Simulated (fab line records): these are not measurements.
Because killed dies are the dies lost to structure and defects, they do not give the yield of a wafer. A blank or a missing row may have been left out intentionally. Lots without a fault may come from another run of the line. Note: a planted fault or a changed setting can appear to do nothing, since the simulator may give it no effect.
fab line records | flow gf180mcu
record: lots: 6 wafers: 18 last-day: 33
route steps=602 shown LVPWELL@60 MVSD@66 MVPSD@78
lots untouched by any fault: they come from a run of this same line in which no faults occurred
start-h: hours from the record's opening day to when the first of the lot's shown wafers began | wait-h: hours from the lot's prior step to this one | " as in the row above | L1.1+2: one row covering several wafers at once | - value missing, or start not given | * or withheld: withheld | < > ~ a bound
route shown NAME@n: a module of which the file shows steps, and the number in the route of the first | usual: the fault-free wafers' mean and standard deviation | same: alike in all rows | chamber/n: place in a boat | sites: the reading at each site | _std_site: their standard deviation | _edge_site: the outer-site mean with the inner-site mean subtracted | radius-mm: how far each site lies from the wafer's centre | mask NAME#n: copy n | behind: the most recent tool/chamber to have shaped the wafer | hold: why the lot went on hold/how many hours it stayed there/how the hold came to an end | device: whichever transistor did not switch (one of n, p or np) | end of line: the same wafers' tests at the end of the route | a step without rows: its recipe alone | killed: dies that structure and defects cost at the first sort, which is not the same as the wafer's yield | map: a wafer's dies, x killed, . not, _ none there
set.NAME: the setting the step ran with; set.NAME@STEP: the setting that earlier step ran with | model.NAME: the simulator's own value behind a step, which no gauge read
lots seen at some steps along the route; tables by step, rows by wafer
services: a tool's chamber out of use, with start hour (start-h, from the record's first day; less than 0 if before it), hours out, and reason
== steps ==
step: GF_LVPWELL_DEVELOP_06
recipe: wall-angle-deg: 90 develop-time-s: 60 dev-temp-c: 23
step: GF_LVPWELL_OVL_MEAS_07
usual: LVPWELL_OVL: -0.5/1.5
columns lot.wafer tool chamber start-h wait-h LVPWELL_OVL[nm]
L263.2 overlay-02 - 73.92 - 0.3
L263.4 " - " " -1.5
L263.6 " - " " -1.5
L266.1 overlay-01 - 91.81 - -2.1
L266.4 " - " " -1.7
L266.6 " - " " -1.0
L270.3 overlay-02 - 113.78 - -0.7
L270.4 " - " " 0.0
L270.6 " - " " 0.4
L271.4 overlay-01 - 119.43 - 0.4
L271.5 " - " " -0.8
L271.6 " - " " -3.5
L279.2 overlay-02 - 163.88 - -0.4
L279.3 " - " " -2.0
L279.6 " - " " -1.1
L280.1 overlay-01 - 170.56 - -0.2
L280.2 " - " " 0.6
L280.6 " - " " 0.5
step: GF_LVPWELL_IMPLANT_08
recipe: species: B energy-kev: 170 dose-cm2: 1.5e+13 tilt-deg: 0
step: GF_LVPWELL_IMPLANT_09
recipe: species: B energy-kev: 60 dose-cm2: 5e+12 tilt-deg: 0
step: GF_LVPWELL_STRIP_10
recipe: chemistry: O2/N2 power-w: 1400 pressure-mtorr: 1500 platen-temp-c: 250 o2-flow-sccm: 3000 n2-flow-sccm: 300 overash-fraction: 0.5
usual: drypump-motor-current-A: 5.6/0.35 heater-power-w: 356/32 oes-product-au: 0.722/0.0045 strip-time-to-endpoint-s: 36.94/0.088
columns lot.wafer tool chamber start-h wait-h drypump-motor-current-A heater-power-w oes-product-au rf-hours-counter-h strip-time-to-endpoint-s
L263.2 plasma-asher-02 1 74.25 0.1 5.6 339 0.716 35 37.06
L263.4 " 1 " " 5.5 325 0.714 - 36.91
L263.6 " 1 " " 5.6 336 0.718 - 36.92
L266.1 plasma-asher-02 1 92.14 0.1 5.6 320 0.728 37 37.06
L266.4 " 1 " " 5.6 333 0.719 - 37.05
L266.6 " 0 " " 6.1 321 0.723 - 36.91
L270.3 plasma-asher-01 0 114.14 0.1 5.0 336 0.718 - 36.94
L270.4 " 1 " " 6.1 352 0.722 - 36.89
L270.6 " 0 " " 5.0 325 0.722 - 36.82
L271.4 plasma-asher-03 0 119.78 0.1 5.3 392 0.723 - 36.96
L271.5 " 1 " " 5.7 373 0.720 - 36.96
L271.6 " 0 " " 5.3 399 0.728 - 37.01
L279.2 plasma-asher-03 1 164.21 0.1 5.7 374 0.720 5 36.81
L279.3 " 0 " " 5.3 392 0.725 - 36.88
L279.6 " 1 " " 5.7 366 0.719 - 36.74
L280.1 plasma-asher-03 1 170.89 0.1 5.7 363 0.723 6 36.89
L280.2 " 0 " " 5.3 390 0.727 6 37.02
L280.6 " 0 " " 5.3 395 0.726 - 36.91
step: GF_LVPWELL_TW_MEAS_11
usual: LVPWELL_TW: 562/5.4
columns lot.wafer tool chamber start-h wait-h LVPWELL_TW
L263.2 film-metro-03 - 74.36 0.1 556
L263.4 " - " " 557
L263.6 " - " " 556
L266.1 film-metro-04 - 92.24 0.1 565
L266.4 " - " " 566
L266.6 " - " " 565
L270.3 film-metro-04 - 114.23 0.1 565
L270.4 " - " " 565
L270.6 " - " " 566
L271.4 film-metro-03 - 119.88 0.1 560
L271.5 " - " " 559
L271.6 " - " " 556
L279.2 film-metro-03 - 164.32 0.1 557
L279.3 " - " " 554
L279.6 " - " " 555
L280.1 film-metro-04 - 170.99 0.1 569
L280.2 " - " " 569
L280.6 " - " " 572
step: GF_MVSD_DEHYDRATE_00
recipe: temp-c: 200 time-s: 60
step: GF_MVSD_HMDS_01
recipe: prime-time-s: 60 prime-temp-c: 120
step: GF_MVSD_COAT_02
recipe: spin-rpm: 2000 resist-thk-nm: 3000
step: GF_MVSD_SOFTBAKE_03
recipe: temp-c: 110 time-s: withheld
step: GF_MVSD_EXPOSE_04
recipe: mask-id: MVSD target-cd-nm: 1000 na: 0.6 source-shape: conventional sigma-outer: 0.6 dose-mj: 260
step: GF_MVSD_PEB_05
recipe: temp-c: 115 time-s: withheld
step: GF_MVSD_DEVELOP_06
recipe: wall-angle-deg: 90 develop-time-s: 60 dev-temp-c: 23
columns lot.wafer tool chamber start-h wait-h
L263.2+4+6 litho-track-03 0 88 -
L266.1+4+6 litho-track-04 0 106 -
L270.3+4+6 litho-track-03 0 128 -
L271.4+5+6 litho-track-03 0 134 -
L279.2+3+6 litho-track-01 0 179 -
L280.1+2+6 litho-track-04 0 186 -
step: GF_MVSD_OVL_MEAS_07
usual: MVSD_OVL: -1.5/1.5
columns lot.wafer tool chamber start-h wait-h MVSD_OVL[nm]
L263.2 overlay-02 - 88.42 - -1.4
L263.4 " - " " -0.2
L263.6 " - " " -0.8
L266.1 overlay-01 - 106.32 - 2.6
L266.4 " - " " 1.1
L266.6 " - " " 1.0
L270.3 overlay-02 - 128.47 - -2.4
L270.4 " - " " -
L270.6 " - " " -4.0
L271.4 overlay-02 - 134.38 - -
L271.5 " - " " -
L271.6 " - " " -2.1
L279.2 overlay-02 - 179.66 - -0.3
L279.3 " - " " 0.7
L279.6 " - " " 0.3
L280.1 overlay-01 - 186.92 - -2.4
L280.2 " - " " -2.5
L280.6 " - " " -1.6
step: GF_MVSD_IMPLANT_08
recipe: species: P energy-kev: 400 dose-cm2: 1.6e+13 tilt-deg: 0
step: GF_MVSD_IMPLANT_09
recipe: species: P energy-kev: 100 dose-cm2: 5e+12 tilt-deg: 0
step: GF_MVSD_STRIP_10
recipe: chemistry: O2/N2 power-w: 1400 pressure-mtorr: 1500 platen-temp-c: 250 o2-flow-sccm: 3000 n2-flow-sccm: 300 overash-fraction: 0.5
usual: drypump-motor-current-A: 5.8/0.54 heater-power-w: 323/14 oes-product-au: 0.722/0.0046 strip-time-to-endpoint-s: 36.94/0.097
columns lot.wafer tool chamber start-h wait-h drypump-motor-current-A heater-power-w oes-product-au rf-hours-counter-h strip-time-to-endpoint-s
L263.2 plasma-asher-01 1 88.75 0.1 6.0 345 0.724 28 36.97
L263.4 " 0 " " 5.0 325 0.728 - 36.99
L263.6 " 1 " " 6.0 348 0.719 - 37.12
L266.1 plasma-asher-01 1 106.66 0.1 6.0 350 0.711 30 36.99
L266.4 " 1 " " 6.1 358 0.720 - 37.04
L266.6 " 1 " " 6.1 347 0.720 - 36.97
L270.3 plasma-asher-02 1 128.83 0.1 5.6 327 0.731 - 36.83
L270.4 " 0 " " 6.1 322 0.727 - 36.92
L270.6 " 0 " " 6.1 316 0.721 - 36.93
L271.4 plasma-asher-04 1 134.73 0.1 5.2 304 0.720 - 36.80
L271.5 " 1 " " 5.3 297 0.723 - 36.77
L271.6 " 0 " " 6.5 324 0.722 - 36.75
L279.2 plasma-asher-04 0 179.99 0.1 6.5 343 0.722 59 37.22
L279.3 " 0 " " 6.5 331 0.721 - 37.12
L279.6 " 1 " " 5.2 300 0.726 - 37.18
L280.1 plasma-asher-02 1 187.25 0.1 5.6 330 0.723 48 36.86
L280.2 " 0 " " 6.0 325 0.722 48 36.85
L280.6 " 1 " " 5.6 333 0.732 - 36.83
step: GF_MVSD_TW_MEAS_11
usual: MVSD_TW: 1587/15
columns lot.wafer tool chamber start-h wait-h MVSD_TW
L263.2 film-metro-04 - 88.86 0.1 1601
L263.4 " - " " 1604
L263.6 " - " " 1606
L266.1 film-metro-04 - 106.76 0.1 1592
L266.4 " - " " 1602
L266.6 " - " " 1603
L270.3 film-metro-03 - 128.92 0.1 1569
L270.4 " - " " 145
L270.6 " - " " 1572
L271.4 film-metro-04 - 134.83 0.1 155
L271.5 " - " " 157
L271.6 " - " " 1598
L279.2 film-metro-03 - 180.10 0.1 1572
L279.3 " - " " 1557
L279.6 " - " " 1565
L280.1 film-metro-04 - 187.46 0.2 1603
L280.2 " - " " 1611
L280.6 " - " " 1607
step: GF_MVPSD_DEHYDRATE_00
recipe: temp-c: 200 time-s: 60
== services ==
columns tool chamber start-h hours kind
plasma-asher-03 - 108.75 9.0 pm
plasma-asher-03 0 108.75 9.0 vent-cycle
plasma-asher-03 1 108.75 9.0 vent-cycle
plasma-asher-03 0 117.75 - clean
plasma-asher-03 1 117.75 - clean
plasma-asher-01 - 142.05 28.1 pm
plasma-asher-02 - 170.34 1.6 repair
== key ==
first-sign: step: GF_MVSD_OVL_MEAS_07 reading: MVSD_OVL direction: missing
effect: step: GF_MVSD_TW_MEAS_11 reading: MVSD_TW direction: down sigmas: 96 usual: 1587 struck: 153
met-at GF_MVSD_DEVELOP_06
struck-wafers L270.4,L271.4,L271.5
sort-left-out L270.4,L271.4,L271.5
tester-left-out L270,L271
onset-between 88 128
fault: kind: process-parameter-drift tool: litho-track-03 chamber: - onset-h: 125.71 steps: GF_MVSD_DEVELOP_06 channel: develop-time-s offset: * shape: step end-h: 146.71 scope: struck-wafers-only acts-in: * stated: *
tester-left-out: of these lots the tester's yield and bins aren't shown, on N5 and GAA mostly nor the transistor test; their killed dies are dies lost to structure and defects alone, not to doping, threshold or leakage, so they don't give the yield
sort-left-out: the simulated sort isn't trusted on such a fault, so these wafers' sort isn't shown, and their yield isn't known
